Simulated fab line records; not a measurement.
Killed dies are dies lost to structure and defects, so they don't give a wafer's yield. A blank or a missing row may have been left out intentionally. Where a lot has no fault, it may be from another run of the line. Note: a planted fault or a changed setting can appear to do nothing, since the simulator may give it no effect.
fab line records	flow sky130
record: lots: 6	wafers: 18	last_day: 50
route steps=708 shown PWDE@54 NWELL@56
lots that met no fault: taken from a fault-free run of the same line
start_h: hours from the record's first day to the start of the lot's first wafer shown	wait_h: hours from the lot's prior step to this one	" repeats the value in the row above	L1.1+2: a single row standing in for several wafers	- no value present, or no start provided	* or withheld: withheld	< > ~ a bound
route shown NAME@n: names a module that has steps shown in the file, with the first one's number in the route	usual: mean/standard deviation of fault-free wafers	same: alike in all rows	chamber/n: place in a boat	sites: each site's reading	_std_site: the standard deviation of these	_edge_site: inner sites' mean taken away from outer sites' mean	radius_mm: how far each site lies from the wafer's centre	mask NAME#n: copy n	behind: the tool/chamber that last shaped the wafer	hold: why the lot went on hold/how many hours it stayed there/how the hold came to an end	device: names the non-switching transistor (n, p or np)	end of line: the same wafers' tests at the end of the route	a step given without rows: its recipe and nothing more	killed: at the first sort, the dies lost to defects and structure; wafer yield is something else	map: a wafer's dies, marking killed ones x, the rest . and places with no die _
set.NAME: the setting as run; set.NAME@STEP: as run at that earlier step	model.NAME: the simulator's own value behind a step, which no gauge read
lots at some steps of the route; a table a step, a row a wafer
services: a tool's chamber out of use, with start hour (start_h, from the record's first day; less than 0 if before it), hours out, and reason
== steps ==
step: SKY_PWDE_STRIP_09
recipe: chemistry: O2/N2	power_w: 1400	pressure_mtorr: 1500	platen_temp_c: withheld	o2_flow_sccm: 3000	n2_flow_sccm: 300	overash_fraction: 0.5
usual: drypump_motor_current_A: 5.5/0.36	o2_flow_sccm: 3001/9	oes_product_au: 0.722/0.0044	strip_time_to_endpoint_s: 36.88/0.086
lot.wafer	tool	chamber	start_h	wait_h	drypump_motor_current_A	o2_flow_sccm	oes_product_au	rf_hours_counter_h	strip_time_to_endpoint_s
L140.2	plasma_asher-02	0	75.07	0.1	5.3	2982	0.716	40	36.86
L140.3	"	1	"	"	5.4	3003	0.709	-	36.89
L140.6	"	0	"	"	5.3	2990	0.721	-	36.84
L142.2	plasma_asher-04	0	84.32	0.1	5.5	2985	0.721	27	36.94
L142.3	"	0	"	"	5.4	2989	0.733	-	37.01
L142.5	"	0	"	"	5.4	2999	0.718	-	36.93
L143.1	plasma_asher-01	1	91.06	0.1	5.8	3011	0.727	40	36.96
L143.4	"	0	"	"	6.0	3000	0.723	-	37.00
L143.6	"	1	"	"	5.9	3005	0.721	-	37.08
L148.1	plasma_asher-04	1	117.32	0.1	5.0	3005	0.721	31	36.98
L148.2	"	0	"	"	5.5	3018	0.730	31	36.84
L148.5	"	0	"	"	5.4	3021	0.722	-	36.91
L157.3	plasma_asher-01	0	174.00	0.1	6.1	3002	0.715	-	36.82
L157.4	"	1	"	"	5.9	3004	0.732	-	36.84
L157.5	"	1	"	"	5.9	2999	0.723	-	36.97
L159.2	plasma_asher-01	0	179.71	0.1	6.0	3016	0.726	6	36.84
L159.4	"	1	"	"	5.8	3005	0.723	-	36.87
L159.5	"	1	"	"	5.8	3005	0.727	-	36.76
step: SKY_PWDE_TW_MEAS_10
usual: PWDE_TW: 372.0/1.8
lot.wafer	tool	chamber	start_h	wait_h	PWDE_TW
L140.2	film_metro-01	-	75.18	0.1	368.9
L140.3	"	-	"	"	371.3
L140.6	"	-	"	"	371.1
L142.2	film_metro-01	-	84.43	0.1	372.7
L142.3	"	-	"	"	370.8
L142.5	"	-	"	"	372.3
L143.1	film_metro-02	-	91.16	0.1	374.6
L143.4	"	-	"	"	372.7
L143.6	"	-	"	"	372.8
L148.1	film_metro-01	-	117.42	0.1	372.0
L148.2	"	-	"	"	373.1
L148.5	"	-	"	"	370.9
L157.3	film_metro-01	-	174.09	0.1	368.8
L157.4	"	-	"	"	370.9
L157.5	"	-	"	"	369.8
L159.2	film_metro-04	-	179.82	0.1	371.5
L159.4	"	-	"	"	372.9
L159.5	"	-	"	"	370.8
step: SKY_NWELL_DEHYDRATE_03
recipe: temp_c: 200	time_s: 60
step: SKY_NWELL_HMDS_04
recipe: prime_time_s: 60	prime_temp_c: 120
step: SKY_NWELL_COAT_05
recipe: spin_rpm: 2000	resist_thk_nm: 3000
step: SKY_NWELL_SOFTBAKE_06
recipe: temp_c: 110	time_s: withheld
step: SKY_NWELL_EXPOSE_07
recipe: mask_id: NWM	na: 0.6	source_shape: conventional	sigma_outer: 0.6	polarization: unpolarized	target_cd_nm: 840	dose_mj: 255
step: SKY_NWELL_PEB_08
recipe: temp_c: 115	time_s: withheld
step: SKY_NWELL_DEVELOP_09
recipe: wall_angle_deg: 90	developer: TMAH	develop_time_s: 60	dev_temp_c: 23
step: SKY_NWELL_OVL_MEAS_10
usual: NWELL_00_OVL: 0.8/1.2
lot.wafer	tool	chamber	start_h	wait_h	NWELL_00_OVL[nm]
L140.2	overlay-01	-	92.95	-	-1.0
L140.3	"	-	"	"	1.4
L140.6	"	-	"	"	-0.1
L142.2	overlay-02	-	102.37	-	1.2
L142.3	"	-	"	"	-0.3
L142.5	"	-	"	"	0.9
L143.1	overlay-01	-	109.67	-	0.6
L143.4	"	-	"	"	0.1
L143.6	"	-	"	"	1.8
L148.1	overlay-02	-	135.62	-	0.2
L148.2	"	-	"	"	-1.0
L148.5	"	-	"	"	-0.9
L157.3	overlay-02	-	194.44	-	0.4
L157.4	"	-	"	"	0.7
L157.5	"	-	"	"	0.9
L159.2	overlay-02	-	199.95	-	2.5
L159.4	"	-	"	"	1.8
L159.5	"	-	"	"	1.8
step: SKY_NWELL_IMPLANT_11
recipe: species: P	energy_kev: 400	dose_cm2: 1.9e+13	tilt_deg: withheld
step: SKY_NWELL_IMPLANT_12
recipe: species: P	energy_kev: 120	dose_cm2: 1.3e+12	tilt_deg: withheld
step: SKY_NWELL_IMPLANT_13
recipe: species: P	energy_kev: 50	dose_cm2: 7e+11	tilt_deg: withheld
usual: beam_energy_keV: 50.002/0.014	beam_on_s: 10.03/0.2
lot.wafer	tool	chamber	start_h	wait_h	beam_energy_keV	beam_on_s
L140.2	implanter-02	0	93.30	0.1	49.996	9.64
L140.3	"	0	"	"	49.986	10.47
L140.6	"	0	"	"	49.978	10.04
L142.2	implanter-03	-	102.72	0.1	-	-
L142.3	"	-	"	"	-	-
L142.5	"	-	"	"	-	-
L143.1	implanter-01	-	110.01	0.1	-	-
L143.4	"	-	"	"	-	-
L143.6	"	-	"	"	-	-
L148.1	implanter-03	0	135.96	0.1	50.032	10.24
L148.2	"	0	"	"	50.030	10.27
L148.5	"	0	"	"	50.022	9.71
L157.3	implanter-02	0	194.81	0.1	50.002	10.08
L157.4	"	0	"	"	50.007	10.00
L157.5	"	0	"	"	49.986	10.14
L159.2	implanter-01	0	200.30	0.1	50.021	9.83
L159.4	"	0	"	"	49.978	9.93
L159.5	"	0	"	"	50.012	10.32
step: SKY_NWELL_STRIP_14
recipe: chemistry: O2/N2	power_w: 1400	pressure_mtorr: 1500	platen_temp_c: withheld	o2_flow_sccm: 3000	n2_flow_sccm: 300	overash_fraction: 0.5
usual: drypump_motor_current_A: 5.6/0.37	o2_flow_sccm: 3001/9.1	oes_product_au: 0.722/0.0048	strip_time_to_endpoint_s: 36.92/0.11
lot.wafer	tool	chamber	start_h	wait_h	drypump_motor_current_A	o2_flow_sccm	oes_product_au	rf_hours_counter_h	strip_time_to_endpoint_s
L140.2	plasma_asher-01	0	93.43	0.1	6.1	2976	0.731	40	37.05
L140.3	"	1	"	"	5.9	3008	0.730	-	36.90
L140.6	"	1	"	"	5.8	3002	0.709	-	37.02
L142.2	plasma_asher-01	1	102.85	0.1	5.9	3012	0.725	41	36.88
L142.3	"	0	"	"	6.1	2991	0.729	-	36.90
L142.5	"	1	"	"	5.9	2997	0.722	-	37.05
L143.1	plasma_asher-03	0	110.16	0.1	5.4	2991	0.717	43	36.93
L143.4	"	0	"	"	5.4	2989	0.722	-	36.97
L143.6	"	0	"	"	5.4	2995	0.724	-	37.09
L148.1	plasma_asher-03	1	136.11	0.1	5.6	2992	0.719	47	36.87
L148.2	"	0	"	"	5.4	3023	0.728	47	36.95
L148.5	"	1	"	"	5.6	3001	0.707	-	36.99
L157.3	plasma_asher-01	0	194.94	0.1	6.1	3015	0.720	-	36.80
L157.4	"	1	"	"	5.9	3002	0.723	-	36.87
L157.5	"	1	"	"	5.9	2993	0.720	-	36.87
L159.2	plasma_asher-01	1	200.43	0.1	5.8	3003	0.720	8	36.82
L159.4	"	1	"	"	5.9	3017	0.722	-	36.86
L159.5	"	0	"	"	6.0	2998	0.720	-	36.85
step: SKY_NWELL_TW_MEAS_15
usual: NWELL_TW: 1809/9.6
lot.wafer	tool	chamber	start_h	wait_h	NWELL_TW
L140.2	film_metro-04	-	93.54	0.1	1799
L140.3	"	-	"	"	1809
L140.6	"	-	"	"	1793
L142.2	film_metro-01	-	102.96	0.1	1817
L142.3	"	-	"	"	1817
L142.5	"	-	"	"	1800
L143.1	film_metro-01	-	110.26	0.1	1804
L143.4	"	-	"	"	1799
L143.6	"	-	"	"	1814
L148.1	film_metro-01	-	136.21	0.1	1824
L148.2	"	-	"	"	1829
L148.5	"	-	"	"	1831
L157.3	film_metro-04	-	195.03	0.1	1800
L157.4	"	-	"	"	1807
L157.5	"	-	"	"	1798
L159.2	film_metro-01	-	200.54	0.1	1801
L159.4	"	-	"	"	1812
L159.5	"	-	"	"	1811
step: SKY_NWELL_DEHYDRATE_16
recipe: temp_c: 200	time_s: 60
step: SKY_NWELL_HMDS_17
recipe: prime_time_s: 60	prime_temp_c: 120
step: SKY_NWELL_COAT_18
recipe: spin_rpm: 2000	resist_thk_nm: 3000
step: SKY_NWELL_SOFTBAKE_19
recipe: temp_c: 110	time_s: withheld
step: SKY_NWELL_EXPOSE_20
recipe: mask_id: NWM_COMPLEMENT	na: 0.6	source_shape: conventional	sigma_outer: 0.6	polarization: unpolarized	target_cd_nm: 840	dose_mj: 260
step: SKY_NWELL_PEB_21
recipe: temp_c: 115	time_s: withheld
step: SKY_NWELL_DEVELOP_22
recipe: wall_angle_deg: 90	developer: TMAH	develop_time_s: 60	dev_temp_c: 23
step: SKY_NWELL_OVL_MEAS_23
usual: NWELL_01_OVL: -1.1/1.7
lot.wafer	tool	chamber	start_h	wait_h	NWELL_01_OVL[nm]
L140.2	overlay-01	-	111.23	-	-3.8
L140.3	"	-	"	"	-4.4
L140.6	"	-	"	"	-2.6
L142.2	overlay-02	-	120.92	-	-2.2
L142.3	"	-	"	"	-2.8
L142.5	"	-	"	"	-1.1
L143.1	overlay-02	-	129.22	-	0.3
L143.4	"	-	"	"	-0.1
L143.6	"	-	"	"	-1.3
L148.1	overlay-02	-	155.67	-	0.6
L148.2	"	-	"	"	2.3
L148.5	"	-	"	"	1.2
L157.3	overlay-02	-	215.95	-	-1.6
L157.4	"	-	"	"	-2.9
L157.5	"	-	"	"	-2.8
L159.2	overlay-02	-	222.02	-	2.3
L159.4	"	-	"	"	1.9
L159.5	"	-	"	"	2.0
step: SKY_NWELL_IMPLANT_24
recipe: species: B	energy_kev: 140	dose_cm2: 9.2e+12	tilt_deg: withheld
step: SKY_NWELL_STRIP_25
recipe: chemistry: O2/N2	power_w: 1400	pressure_mtorr: 1500	platen_temp_c: withheld	o2_flow_sccm: 3000	n2_flow_sccm: 300	overash_fraction: 0.5
usual: drypump_motor_current_A: 5.5/0.36	o2_flow_sccm: 3000/8.8	oes_product_au: 0.723/0.0044	strip_time_to_endpoint_s: 36.91/0.11
lot.wafer	tool	chamber	start_h	wait_h	drypump_motor_current_A	o2_flow_sccm	oes_product_au	rf_hours_counter_h	strip_time_to_endpoint_s
L140.2	plasma_asher-04	0	111.41	0.1	5.4	2992	0.725	30	36.95
L140.3	"	0	"	"	5.4	2996	0.729	-	36.94
L140.6	"	0	"	"	5.4	2988	0.715	-	36.82
L142.2	plasma_asher-03	0	121.10	0.1	5.4	3001	0.732	45	36.95
L142.3	"	1	"	"	5.6	2985	0.720	-	36.97
L142.5	"	1	"	"	5.6	3006	0.724	-	37.02
L143.1	plasma_asher-03	0	129.41	0.1	5.3	2995	0.731	46	37.00
L143.4	"	1	"	"	5.6	3012	0.728	-	37.11
L143.6	"	1	"	"	5.6	2997	0.721	-	37.11
L148.1	plasma_asher-04	0	155.86	0.1	5.4	2980	0.724	34	36.98
L148.2	"	1	"	"	4.9	2995	0.718	34	36.90
L148.5	"	0	"	"	5.5	2981	0.721	-	37.02
L157.3	plasma_asher-04	0	216.16	0.1	5.4	2988	0.723	-	36.71
L157.4	"	1	"	"	4.9	3026	0.725	-	36.73
L157.5	"	1	"	"	4.9	3005	0.721	-	36.70
L159.2	plasma_asher-03	0	222.20	0.1	5.4	3000	0.723	55	36.86
L159.4	"	0	"	"	5.4	3001	0.726	-	36.86
L159.5	"	0	"	"	5.4	3004	0.724	-	36.91
step: SKY_NWELL_TW_MEAS_26
usual: NWELL_2_TW: 492.9/2.3
lot.wafer	tool	chamber	start_h	wait_h	NWELL_2_TW
L140.2	film_metro-04	-	111.52	0.1	492.6
L140.3	"	-	"	"	492.9
L140.6	"	-	"	"	493.9
L142.2	film_metro-02	-	121.21	0.1	493.9
L142.3	"	-	"	"	495.2
L142.5	"	-	"	"	494.3
L143.1	film_metro-04	-	129.51	0.1	491.6
L143.4	"	-	"	"	491.3
L143.6	"	-	"	"	490.7
L148.1	film_metro-01	-	155.96	0.1	492.2
L148.2	"	-	"	"	492.7
L148.5	"	-	"	"	494.2
L157.3	film_metro-01	-	216.25	0.1	492.5
L157.4	"	-	"	"	492.0
L157.5	"	-	"	"	494.4
L159.2	film_metro-02	-	222.31	0.1	495.3
L159.4	"	-	"	"	496.9
L159.5	"	-	"	"	496.9
step: SKY_NWELL_CLEAN_27
recipe: chemistry: SC1/SC2	mix: 1:4:20	temp_c: 70	time_s: 150	dry: n2_spin
step: SKY_NWELL_RTA_28
recipe: temp_c: 1050	time_s: 30	idle_temp_c: 650	ramp_up_c_per_s: 150	ramp_down_c_per_s: 90	ambient: N2
usual: lamp_power_pct: 25.30/0.055	wafer_temp_C_max: 1054.9/1.1
lot.wafer	tool	chamber	start_h	wait_h	lamp_power_pct	wafer_temp_C_max
L140.2	rtp_anneal-01	0	111.64	0.0	25.22	1056.7
L140.3	"	0	"	"	25.32	1054.6
L140.6	"	0	"	"	25.44	1054.1
L142.2	rtp_anneal-02	0	121.33	0.0	25.31	1056.7
L142.3	"	0	"	"	25.19	1053.6
L142.5	"	0	"	"	25.31	1054.7
L143.1	rtp_anneal-01	0	129.63	0.0	25.31	1055.9
L143.4	"	0	"	"	25.23	1055.5
L143.6	"	0	"	"	25.38	1053.7
L148.1	rtp_anneal-02	0	156.12	0.0	25.32	1054.4
L148.2	"	0	"	"	25.32	1054.7
L148.5	"	0	"	"	25.34	1053.7
L157.3	rtp_anneal-01	0	216.37	0.0	25.33	1058.1
L157.4	"	0	"	"	25.34	1054.4
L157.5	"	0	"	"	25.30	1055.0
L159.2	rtp_anneal-01	0	222.42	0.0	25.36	1054.6
L159.4	"	0	"	"	25.23	1054.2
L159.5	"	0	"	"	25.39	1053.5
step: SKY_NWELL_RS_MEAS_29
recipe: thk_meas_gauge: four-point-probe
usual: NWELL_RS: 624.1/1.9
lot.wafer	tool	chamber	start_h	wait_h	NWELL_RS[ohm/sq]
L140.2	film_metro-02	-	111.74	0.1	622.6
L140.3	"	-	"	"	625.2
L140.6	"	-	"	"	624.4
L142.2	film_metro-01	-	121.43	0.1	647.6
L142.3	"	-	"	"	649.2
L142.5	"	-	"	"	649.3
L143.1	film_metro-04	-	129.73	0.1	651.7
L143.4	"	-	"	"	653.0
L143.6	"	-	"	"	650.8
L148.1	film_metro-04	-	156.22	0.1	622.7
L148.2	"	-	"	"	622.7
L148.5	"	-	"	"	626.1
L157.3	film_metro-02	-	216.48	0.1	625.0
L157.4	"	-	"	"	625.3
L157.5	"	-	"	"	625.6
L159.2	film_metro-02	-	222.53	0.1	622.4
L159.4	"	-	"	"	621.5
L159.5	"	-	"	"	624.0
== services ==
tool	chamber	start_h	hours	kind
plasma_asher-01	-	59.82	1.0	repair
implanter-01	-	87.44	6.7	repair
plasma_asher-03	-	92.37	1.6	repair
plasma_asher-02	-	106.92	14.6	pm
plasma_asher-01	-	108.75	9.0	pm
plasma_asher-01	0	108.75	9.0	vent_cycle
plasma_asher-01	1	108.75	9.0	vent_cycle
plasma_asher-01	0	117.75	-	clean
plasma_asher-01	1	117.75	-	clean
implanter-02	-	127.73	17.0	repair
implanter-01	-	151.36	2.3	repair
implanter-02	-	156.23	2.4	pm
plasma_asher-01	-	196.23	1.2	repair
== key ==
first_sign: step: SKY_NWELL_IMPLANT_13	reading: tool_record	direction: missing
effect: step: SKY_NWELL_RS_MEAS_29	reading: NWELL_RS	direction: up	sigmas: 14	usual: 624.1	struck: 650.3
met_at SKY_NWELL_IMPLANT_13
struck_wafers L142.2,L142.3,L142.5,L143.1,L143.4,L143.6
later_rows_left_out L142.2,L142.3,L142.5,L143.1,L143.4,L143.6
sort_left_out L142.2,L142.3,L142.5,L143.1,L143.4,L143.6
tester_left_out L142,L143
fault: kind: skipped_step_whole	tool: implanter-01,implanter-03	chamber: -	onset_h: 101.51	steps: SKY_NWELL_IMPLANT_13	scope: struck_lots_only
tester_left_out: of these lots the tester's yield and bins aren't shown, on N5 and GAA mostly nor the transistor test; their killed dies are dies lost to structure and defects alone, not to doping, threshold or leakage, so they don't give the yield
sort_left_out: the simulated sort isn't trusted on such a fault, so these wafers' sort isn't shown, and their yield isn't known
later_rows_left_out: the simulator's readings of these wafers behind a module that went badly wrong aren't trusted and aren't shown, but for the sort
